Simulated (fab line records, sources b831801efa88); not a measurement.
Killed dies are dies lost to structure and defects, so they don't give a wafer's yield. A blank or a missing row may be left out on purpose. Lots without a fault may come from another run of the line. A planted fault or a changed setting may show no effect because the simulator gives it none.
Chamber matching | flow gf180mcu | GF_CONTACT_CMP_04 on cmp-02: 4 sister chambers
The step polishes SiO2. 16 wafers are shown with their chamber, then 8 later ones without.

WAFERS WITH THEIR CHAMBER
wafer  | chamber | motor_current_A (A) | time_to_endpoint_s (s)
L306.2 | 2       | 11.3                | 106
L306.3 | 3       | 11.4                | 107
L306.5 | 1       | 12.1                | 104
L308.2 | 1       | 12.7                | 118
L308.4 | 3       | 11.9                | 122
L308.5 | 3       | 11.7                | 117
L309.1 | 2       | 11.7                | 113
L309.4 | 0       | 10.4                | 115
L309.6 | 0       | 10.9                | 119
L311.2 | 2       | 11.6                | 115
L311.3 | 0       | 11.1                | 117
L311.6 | 2       | 10.6                | 124
L315.2 | 2       | 11.3                | 108
L315.4 | 0       | 10.7                | 116
L315.5 | 3       | 11.8                | 116
L321.2 | 2       | 11.4                | 99

SIGNATURES (means of the wafers above)
reading            | chamber 0 | chamber 1 | chamber 2 | chamber 3 | scatter within a chamber
motor_current_A    | 10.775    | 12.400    | 11.317    | 11.700    | 0.334
time_to_endpoint_s | 116.75    | 111.00    | 110.83    | 115.50    | 7.02
Rule: a wafer's distance from a chamber is the root of the sum, over the readings, of the square of ((its reading less the chamber's mean) divided by the reading's scatter). The wafer belongs to the nearest chamber; if the next one is less than 2 further off, it can't be placed. The scatter: the root of (the sum of the squares of (reading less its chamber's mean) over the shown wafers, divided by (wafers less chambers)).

WAFERS WITHOUT THEIR CHAMBER
wafer  | motor_current_A (A) | time_to_endpoint_s (s)
L321.4 | 11.3                | 108
L321.6 | 10.8                | 104
L325.1 | 10.9                | 107
L325.3 | 12.7                | 110
L325.6 | 12.7                | 113
L329.1 | 10.4                | 104
L329.4 | 11.3                | 110
L329.5 | 12.5                | 113

WHICH CHAMBER EACH WENT THROUGH
wafer  | from the rows above          | in truth
L321.4 | can't be placed: 2 or 3 or 0 | 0
L321.6 | can't be placed: 0 or 2 or 3 | 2
L325.1 | can't be placed: 2 or 0 or 3 | 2
L325.3 | 1                            | 1
L325.6 | 1                            | 1
L329.1 | can't be placed: 0 or 2      | 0
L329.4 | can't be placed: 2 or 3 or 0 | 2
L329.5 | 1                            | 1
Placed correctly: 3 of 8. Can't be placed from these rows: 5 (the true chamber is among the candidates in 5). Placed wrongly: 0.
